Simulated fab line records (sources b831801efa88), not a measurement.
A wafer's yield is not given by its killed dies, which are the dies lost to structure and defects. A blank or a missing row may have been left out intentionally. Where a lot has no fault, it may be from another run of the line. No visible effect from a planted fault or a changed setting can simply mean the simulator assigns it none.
What tool caused it? || flow gf180mcu || 11 lots, 33 wafers sampled, at 6 steps of a route of 602

== WHAT EACH GAUGE READ, for each wafer ==
GF_HV_LDD_CD_MEAS_07: the cd target is 400 nm. Usual: cd-nm at 399.0 nm, with a standard deviation of 2.1.
{"lot": "L359", "measured": "day 12 05:33", "on": "cd-sem-02", "cd-nm (nm)": "399.7 398.8 398.9", "flag": ""}
{"lot": "L360", "measured": "day 12 16:28", "on": "cd-sem-01", "cd-nm (nm)": "400.1 399.2 399.4", "flag": ""}
{"lot": "L361", "measured": "day 12 21:33", "on": "cd-sem-02", "cd-nm (nm)": "398.6 396.5 399.0", "flag": ""}
{"lot": "L362", "measured": "day 13 07:47", "on": "cd-sem-01", "cd-nm (nm)": "403.3 407.3 404.4", "flag": ""}
{"lot": "L366", "measured": "day 14 11:54", "on": "cd-sem-01", "cd-nm (nm)": "398.0 398.4 398.5", "flag": ""}
{"lot": "L369", "measured": "day 15 11:57", "on": "cd-sem-01", "cd-nm (nm)": "399.8 398.8 399.0", "flag": ""}
{"lot": "L370", "measured": "day 15 19:34", "on": "cd-sem-02", "cd-nm (nm)": "396.1 397.3 397.3", "flag": ""}
{"lot": "L371", "measured": "day 16 07:40", "on": "cd-sem-02", "cd-nm (nm)": "400.3 402.5 402.4", "flag": ""}
{"lot": "L372", "measured": "day 16 13:12", "on": "cd-sem-01", "cd-nm (nm)": "396.9 397.3 396.7", "flag": ""}
{"lot": "L373", "measured": "day 16 17:48", "on": "cd-sem-01", "cd-nm (nm)": "400.6 397.5 399.8", "flag": ""}
{"lot": "L374", "measured": "day 17 01:10", "on": "cd-sem-02", "cd-nm (nm)": "397.2 395.6 398.7", "flag": ""}

GF_HV_LDD_THK_MEAS_57. Usual: for HV_LDD_CVD_56_THK the level is 89.9 nm and the standard deviation is 0.94.
{"lot": "L359", "measured": "day 14 23:04", "on": "film-metro-04", "HV_LDD_CVD_56_THK (nm)": "57.4 58.3 57.3 57.5 58.2 57.2", "flag": "OFF"}
{"lot": "L360", "measured": "day 15 10:34", "on": "film-metro-03", "HV_LDD_CVD_56_THK (nm)": "89.3 88.7 88.5", "flag": ""}
{"lot": "L361", "measured": "day 15 15:53", "on": "film-metro-02", "HV_LDD_CVD_56_THK (nm)": "89.5 89.2 88.2", "flag": ""}
{"lot": "L362", "measured": "day 16 02:11", "on": "film-metro-02", "HV_LDD_CVD_56_THK (nm)": "59.8 60.3 59.8 59.8 60.3 59.8", "flag": "OFF"}
{"lot": "L366", "measured": "day 17 10:22", "on": "film-metro-02", "HV_LDD_CVD_56_THK (nm)": "89.6 89.6 89.7", "flag": ""}
{"lot": "L369", "measured": "day 18 12:28", "on": "film-metro-02", "HV_LDD_CVD_56_THK (nm)": "89.2 90.6 90.4", "flag": ""}
{"lot": "L370", "measured": "day 18 20:19", "on": "film-metro-03", "HV_LDD_CVD_56_THK (nm)": "88.0 88.7 88.1", "flag": ""}
{"lot": "L371", "measured": "day 19 09:35", "on": "film-metro-03", "HV_LDD_CVD_56_THK (nm)": "89.9 89.8 90.0", "flag": ""}
{"lot": "L372", "measured": "day 19 15:43", "on": "film-metro-03", "HV_LDD_CVD_56_THK (nm)": "91.1 89.8 90.5", "flag": ""}
{"lot": "L373", "measured": "day 19 19:46", "on": "film-metro-03", "HV_LDD_CVD_56_THK (nm)": "90.6 90.3 90.4", "flag": ""}
{"lot": "L374", "measured": "day 20 03:27", "on": "film-metro-04", "HV_LDD_CVD_56_THK (nm)": "90.6 90.3 91.1", "flag": ""}

GF_PSD_OVL_MEAS_08. Usual: for PSD_OVL the level is 0.9 nm and the standard deviation is 1.4.
{"lot": "L359", "measured": "day 16 19:40", "on": "overlay-02", "PSD_OVL (nm)": "-1.5 -0.9 1.4", "flag": ""}
{"lot": "L360", "measured": "day 17 08:07", "on": "overlay-01", "PSD_OVL (nm)": "1.0 1.1 2.6", "flag": ""}
{"lot": "L361", "measured": "day 17 13:22", "on": "overlay-02", "PSD_OVL (nm)": "3.7 3.0 3.4", "flag": ""}
{"lot": "L362", "measured": "day 17 23:47", "on": "overlay-01", "PSD_OVL (nm)": "2.0 0.7 -0.6", "flag": ""}
{"lot": "L366", "measured": "day 19 09:37", "on": "overlay-01", "PSD_OVL (nm)": "0.6 1.5 0.7", "flag": ""}
{"lot": "L369", "measured": "day 20 12:37", "on": "overlay-02", "PSD_OVL (nm)": "0.8 -0.5 0.1", "flag": ""}
{"lot": "L370", "measured": "day 20 20:28", "on": "overlay-02", "PSD_OVL (nm)": "0.3 -1.2 0.9", "flag": ""}
{"lot": "L371", "measured": "day 21 10:05", "on": "overlay-01", "PSD_OVL (nm)": "1.8 1.7 -0.6", "flag": ""}
{"lot": "L372", "measured": "day 21 15:19", "on": "overlay-02", "PSD_OVL (nm)": "1.6 0.2 0.6", "flag": ""}
{"lot": "L373", "measured": "day 21 19:34", "on": "overlay-01", "PSD_OVL (nm)": "-0.5 1.7 0.9", "flag": ""}
{"lot": "L374", "measured": "day 22 03:50", "on": "overlay-02", "PSD_OVL (nm)": "1.9 2.7 1.1", "flag": ""}

== TOOL THAT RAN EACH LOT (tool first, then ch and the chambers of the sampled wafers, then the start) ==
{"lot": "L359", "GF_HV_LDD_STRIP_10": "plasma-asher-01 ch 0,1, day 12 05:52", "GF_HV_LDD_CVD_56": "lpcvd-01 ch 1, day 14 21:38", "GF_HV_LDD_ETCHBACK_58": "rie-diel-01 ch 1,2, day 15 01:07"}
{"lot": "L360", "GF_HV_LDD_STRIP_10": "plasma-asher-02 ch 0,1, day 12 16:46", "GF_HV_LDD_CVD_56": "lpcvd-02 ch 0, day 15 09:08", "GF_HV_LDD_ETCHBACK_58": "rie-diel-03 ch 1,2, day 15 10:37"}
{"lot": "L361", "GF_HV_LDD_STRIP_10": "plasma-asher-02 ch 0,1, day 12 21:52", "GF_HV_LDD_CVD_56": "lpcvd-02 ch 1, day 15 14:27", "GF_HV_LDD_ETCHBACK_58": "rie-diel-01 ch 0,2,3, day 15 15:56"}
{"lot": "L362", "GF_HV_LDD_STRIP_10": "plasma-asher-03 ch 0, day 13 08:04", "GF_HV_LDD_CVD_56": "lpcvd-01 ch 1, day 16 00:44", "GF_HV_LDD_ETCHBACK_58": "rie-diel-03 ch 0,1,2, day 16 03:55"}
{"lot": "L366", "GF_HV_LDD_STRIP_10": "plasma-asher-01 ch 0, day 14 12:12", "GF_HV_LDD_CVD_56": "lpcvd-02 ch 0, day 17 08:56", "GF_HV_LDD_ETCHBACK_58": "rie-diel-03 ch 1,3, day 17 10:26"}
{"lot": "L369", "GF_HV_LDD_STRIP_10": "plasma-asher-02 ch 0,1, day 15 12:16", "GF_HV_LDD_CVD_56": "lpcvd-01 ch 1, day 18 11:02", "GF_HV_LDD_ETCHBACK_58": "rie-diel-03 ch 1,2,3, day 18 12:31"}
{"lot": "L370", "GF_HV_LDD_STRIP_10": "plasma-asher-02 ch 0,1, day 15 19:51", "GF_HV_LDD_CVD_56": "lpcvd-02 ch 1, day 18 18:53", "GF_HV_LDD_ETCHBACK_58": "rie-diel-03 ch 2,3, day 18 20:22"}
{"lot": "L371", "GF_HV_LDD_STRIP_10": "plasma-asher-03 ch 0, day 16 07:58", "GF_HV_LDD_CVD_56": "lpcvd-01 ch 0, day 19 08:08", "GF_HV_LDD_ETCHBACK_58": "rie-diel-01 ch 0,3, day 19 09:38"}
{"lot": "L372", "GF_HV_LDD_STRIP_10": "plasma-asher-03 ch 0,1, day 16 13:31", "GF_HV_LDD_CVD_56": "lpcvd-01 ch 1, day 19 14:17", "GF_HV_LDD_ETCHBACK_58": "rie-diel-01 ch 0,2, day 19 15:46"}
{"lot": "L373", "GF_HV_LDD_STRIP_10": "plasma-asher-02 ch 0,1, day 16 18:07", "GF_HV_LDD_CVD_56": "lpcvd-02 ch 0, day 19 18:20", "GF_HV_LDD_ETCHBACK_58": "rie-diel-04 ch 0,2,3, day 19 19:50"}
{"lot": "L374", "GF_HV_LDD_STRIP_10": "plasma-asher-03 ch 0,1, day 17 01:26", "GF_HV_LDD_CVD_56": "lpcvd-01 ch 0, day 20 01:59", "GF_HV_LDD_ETCHBACK_58": "rie-diel-03 ch 0,1,3, day 20 03:29"}
- GF_HV_LDD_STRIP_10: strips in O2/N2.
- GF_HV_LDD_CVD_56: deposits Si3N4 from DCS/NH3, target thk 90 nm, time 1543 s.
- GF_HV_LDD_ETCHBACK_58: etches Si3N4 in CH3F/O2, stops on SiO2, time 100 s, target depth 90 nm.

== AS READ BY THE TOOLS THEMSELVES (means over the sampled wafers that have a number; for cases with no such wafer, the mark the record gives instead) ==
GF_HV_LDD_STRIP_10. Usual: drypump-motor-current-A 5.9 A, standard deviation 0.4; heater-power-w 334 W, standard deviation 31; oes-product-au 0.716 a.u., standard deviation 0.0048; strip-time-to-endpoint-s 12.63 s, standard deviation 0.032.
{"lot": "L359", "tool": "plasma-asher-01", "drypump-motor-current-A (A)": 6.0, "heater-power-w (W)": 347, "oes-product-au (a.u.)": 0.712, "strip-time-to-endpoint-s (s)": 12.61, "flag": ""}
{"lot": "L360", "tool": "plasma-asher-02", "drypump-motor-current-A (A)": 5.7, "heater-power-w (W)": 348, "oes-product-au (a.u.)": 0.717, "strip-time-to-endpoint-s (s)": 12.62, "flag": ""}
{"lot": "L361", "tool": "plasma-asher-02", "drypump-motor-current-A (A)": 5.5, "heater-power-w (W)": 325, "oes-product-au (a.u.)": 0.711, "strip-time-to-endpoint-s (s)": 12.64, "flag": ""}
{"lot": "L362", "tool": "plasma-asher-03", "drypump-motor-current-A (A)": 6.5, "heater-power-w (W)": 320, "oes-product-au (a.u.)": 0.711, "strip-time-to-endpoint-s (s)": 12.67, "flag": ""}
{"lot": "L366", "tool": "plasma-asher-01", "drypump-motor-current-A (A)": 6.3, "heater-power-w (W)": 365, "oes-product-au (a.u.)": 0.718, "strip-time-to-endpoint-s (s)": 12.65, "flag": ""}
{"lot": "L369", "tool": "plasma-asher-02", "drypump-motor-current-A (A)": 5.7, "heater-power-w (W)": 349, "oes-product-au (a.u.)": 0.718, "strip-time-to-endpoint-s (s)": 12.60, "flag": ""}
{"lot": "L370", "tool": "plasma-asher-02", "drypump-motor-current-A (A)": 5.7, "heater-power-w (W)": 347, "oes-product-au (a.u.)": 0.714, "strip-time-to-endpoint-s (s)": 12.63, "flag": ""}
{"lot": "L371", "tool": "plasma-asher-03", "drypump-motor-current-A (A)": 6.5, "heater-power-w (W)": 311, "oes-product-au (a.u.)": 0.713, "strip-time-to-endpoint-s (s)": 12.64, "flag": ""}
{"lot": "L372", "tool": "plasma-asher-03", "drypump-motor-current-A (A)": 6.1, "heater-power-w (W)": 328, "oes-product-au (a.u.)": 0.712, "strip-time-to-endpoint-s (s)": 12.61, "flag": ""}
{"lot": "L373", "tool": "plasma-asher-02", "drypump-motor-current-A (A)": 5.5, "heater-power-w (W)": 331, "oes-product-au (a.u.)": 0.717, "strip-time-to-endpoint-s (s)": 12.58, "flag": ""}
{"lot": "L374", "tool": "plasma-asher-03", "drypump-motor-current-A (A)": 6.3, "heater-power-w (W)": 324, "oes-product-au (a.u.)": 0.714, "strip-time-to-endpoint-s (s)": 12.65, "flag": ""}

GF_HV_LDD_CVD_56. Usual: spike-tc-bottom-C 788.7 C, standard deviation 2.8; spike-tc-centre-C 770.8 C, standard deviation 1.2; spike-tc-lower-C 770.2 C, standard deviation 1.4; spike-tc-top-C 785 C, standard deviation 3.1; spike-tc-upper-C 771.2 C, standard deviation 1.4; susceptor-temp-C 769.9 C, standard deviation 0.34; zone-power-bottom-pct 19.9 %, standard deviation 0.47; zone-power-lower-pct 13.2 %, standard deviation 1.2.
{"lot": "L359", "tool": "lpcvd-01", "spike-tc-bottom-C (C)": 767.4, "spike-tc-centre-C (C)": 749.9, "spike-tc-lower-C (C)": 750.4, "spike-tc-top-C (C)": 762, "spike-tc-upper-C (C)": 750.5, "susceptor-temp-C (C)": 748.3, "zone-power-bottom-pct (%)": 18.8, "zone-power-lower-pct (%)": 11.7, "flag": "OFF"}
{"lot": "L360", "tool": "lpcvd-02", "spike-tc-bottom-C (C)": 790.6, "spike-tc-centre-C (C)": 769.6, "spike-tc-lower-C (C)": 768.1, "spike-tc-top-C (C)": 789, "spike-tc-upper-C (C)": 769.3, "susceptor-temp-C (C)": 770.0, "zone-power-bottom-pct (%)": 19.3, "zone-power-lower-pct (%)": 11.7, "flag": ""}
{"lot": "L361", "tool": "lpcvd-02", "spike-tc-bottom-C (C)": 790.8, "spike-tc-centre-C (C)": 771.8, "spike-tc-lower-C (C)": 768.7, "spike-tc-top-C (C)": 788, "spike-tc-upper-C (C)": 771.8, "susceptor-temp-C (C)": 769.6, "zone-power-bottom-pct (%)": 20.6, "zone-power-lower-pct (%)": 14.9, "flag": ""}
{"lot": "L362", "tool": "lpcvd-01", "spike-tc-bottom-C (C)": 767.2, "spike-tc-centre-C (C)": 749.7, "spike-tc-lower-C (C)": 750.5, "spike-tc-top-C (C)": 763, "spike-tc-upper-C (C)": 750.8, "susceptor-temp-C (C)": 748.6, "zone-power-bottom-pct (%)": 18.5, "zone-power-lower-pct (%)": 11.7, "flag": "OFF"}
{"lot": "L366", "tool": "lpcvd-02", "spike-tc-bottom-C (C)": 791.0, "spike-tc-centre-C (C)": 768.9, "spike-tc-lower-C (C)": 769.8, "spike-tc-top-C (C)": 788, "spike-tc-upper-C (C)": 770.0, "susceptor-temp-C (C)": 769.9, "zone-power-bottom-pct (%)": 19.4, "zone-power-lower-pct (%)": 11.9, "flag": ""}
{"lot": "L369", "tool": "lpcvd-01", "spike-tc-bottom-C (C)": 788.4, "spike-tc-centre-C (C)": 770.3, "spike-tc-lower-C (C)": 770.6, "spike-tc-top-C (C)": 783, "spike-tc-upper-C (C)": 773.3, "susceptor-temp-C (C)": 769.7, "zone-power-bottom-pct (%)": 19.6, "zone-power-lower-pct (%)": 12.5, "flag": ""}
{"lot": "L370", "tool": "lpcvd-02", "spike-tc-bottom-C (C)": 791.2, "spike-tc-centre-C (C)": 772.0, "spike-tc-lower-C (C)": 769.8, "spike-tc-top-C (C)": 788, "spike-tc-upper-C (C)": 771.8, "susceptor-temp-C (C)": 769.7, "zone-power-bottom-pct (%)": 20.6, "zone-power-lower-pct (%)": 14.8, "flag": ""}
{"lot": "L371", "tool": "lpcvd-01", "spike-tc-bottom-C (C)": 783.8, "spike-tc-centre-C (C)": 771.3, "spike-tc-lower-C (C)": 770.7, "spike-tc-top-C (C)": 781, "spike-tc-upper-C (C)": 770.5, "susceptor-temp-C (C)": 769.7, "zone-power-bottom-pct (%)": 20.1, "zone-power-lower-pct (%)": 14.1, "flag": ""}
{"lot": "L372", "tool": "lpcvd-01", "spike-tc-bottom-C (C)": 788.6, "spike-tc-centre-C (C)": 769.6, "spike-tc-lower-C (C)": 771.3, "spike-tc-top-C (C)": 783, "spike-tc-upper-C (C)": 773.2, "susceptor-temp-C (C)": 770.4, "zone-power-bottom-pct (%)": 19.5, "zone-power-lower-pct (%)": 12.3, "flag": ""}
{"lot": "L373", "tool": "lpcvd-02", "spike-tc-bottom-C (C)": 789.7, "spike-tc-centre-C (C)": 770.1, "spike-tc-lower-C (C)": 768.8, "spike-tc-top-C (C)": 788, "spike-tc-upper-C (C)": 770.0, "susceptor-temp-C (C)": 769.8, "zone-power-bottom-pct (%)": 19.6, "zone-power-lower-pct (%)": 11.9, "flag": ""}
{"lot": "L374", "tool": "lpcvd-01", "spike-tc-bottom-C (C)": 784.6, "spike-tc-centre-C (C)": 771.8, "spike-tc-lower-C (C)": 771.7, "spike-tc-top-C (C)": 782, "spike-tc-upper-C (C)": 769.7, "susceptor-temp-C (C)": 770.4, "zone-power-bottom-pct (%)": 19.9, "zone-power-lower-pct (%)": 14.1, "flag": ""}

GF_HV_LDD_ETCHBACK_58. Usual: drypump-motor-current-A 5.6 A, standard deviation 0.35; oes-product-au 0.842 a.u., standard deviation 0.0066; rf-fwd-power-W 397.2 W, standard deviation 1.4; throttle-valve-pct 10.560 %, standard deviation 0.0084.
{"lot": "L359", "tool": "rie-diel-01", "drypump-motor-current-A (A)": 5.1, "oes-product-au (a.u.)": 0.679, "rf-fwd-power-W (W)": 398.8, "throttle-valve-pct (%)": 10.545, "flag": "OFF"}
{"lot": "L360", "tool": "rie-diel-03", "drypump-motor-current-A (A)": 5.6, "oes-product-au (a.u.)": 0.840, "rf-fwd-power-W (W)": 397.1, "throttle-valve-pct (%)": 10.556, "flag": ""}
{"lot": "L361", "tool": "rie-diel-01", "drypump-motor-current-A (A)": 5.4, "oes-product-au (a.u.)": 0.835, "rf-fwd-power-W (W)": 398.1, "throttle-valve-pct (%)": 10.561, "flag": ""}
{"lot": "L362", "tool": "rie-diel-03", "drypump-motor-current-A (A)": 5.7, "oes-product-au (a.u.)": 0.688, "rf-fwd-power-W (W)": 397.2, "throttle-valve-pct (%)": 10.549, "flag": "OFF"}
{"lot": "L366", "tool": "rie-diel-03", "drypump-motor-current-A (A)": 5.7, "oes-product-au (a.u.)": 0.839, "rf-fwd-power-W (W)": 396.4, "throttle-valve-pct (%)": 10.566, "flag": ""}
{"lot": "L369", "tool": "rie-diel-03", "drypump-motor-current-A (A)": 5.6, "oes-product-au (a.u.)": 0.842, "rf-fwd-power-W (W)": 397.5, "throttle-valve-pct (%)": 10.559, "flag": ""}
{"lot": "L370", "tool": "rie-diel-03", "drypump-motor-current-A (A)": 5.6, "oes-product-au (a.u.)": 0.833, "rf-fwd-power-W (W)": 397.2, "throttle-valve-pct (%)": 10.568, "flag": ""}
{"lot": "L371", "tool": "rie-diel-01", "drypump-motor-current-A (A)": 5.7, "oes-product-au (a.u.)": 0.843, "rf-fwd-power-W (W)": 396.9, "throttle-valve-pct (%)": 10.554, "flag": ""}
{"lot": "L372", "tool": "rie-diel-01", "drypump-motor-current-A (A)": 5.1, "oes-product-au (a.u.)": 0.845, "rf-fwd-power-W (W)": 396.1, "throttle-valve-pct (%)": 10.560, "flag": ""}
{"lot": "L373", "tool": "rie-diel-04", "drypump-motor-current-A (A)": 5.7, "oes-product-au (a.u.)": 0.842, "rf-fwd-power-W (W)": 396.2, "throttle-valve-pct (%)": 10.548, "flag": ""}
{"lot": "L374", "tool": "rie-diel-03", "drypump-motor-current-A (A)": 5.7, "oes-product-au (a.u.)": 0.848, "rf-fwd-power-W (W)": 396.4, "throttle-valve-pct (%)": 10.558, "flag": ""}

== THE ANSWER, worked out from the rows above alone ==
Rule: take the mean of a lot's wafers that have a number; if it is more than 3 standard deviations from the usual mean, the lot is off. Also off: a lot with no number at a reading for which 4 or more lots have one. All remaining lots with rows at the step are treated as sound. The gauges are gone through in route order, then the tools' own readings, and for those a lot's mean is taken as printed above. At the first step where some lot is off, the reading lying furthest off is the one used; lots without a number count as furthest.
Off: L359, L362, seen at GF_HV_LDD_THK_MEAS_57 (HV_LDD_CVD_56_THK).
If a tool, at a process step before that reading, ran all the lots that are off and no sound lot after the first of them, it fits. Not tried: the gauges at GF_HV_LDD_THK_MEAS_57; whatever is off there is also off at GF_HV_LDD_CVD_56, on other tools, and gauge error can't account for it. No candidate that was tried fits.

== WHAT THE SIMULATOR HAD PUT IN ==
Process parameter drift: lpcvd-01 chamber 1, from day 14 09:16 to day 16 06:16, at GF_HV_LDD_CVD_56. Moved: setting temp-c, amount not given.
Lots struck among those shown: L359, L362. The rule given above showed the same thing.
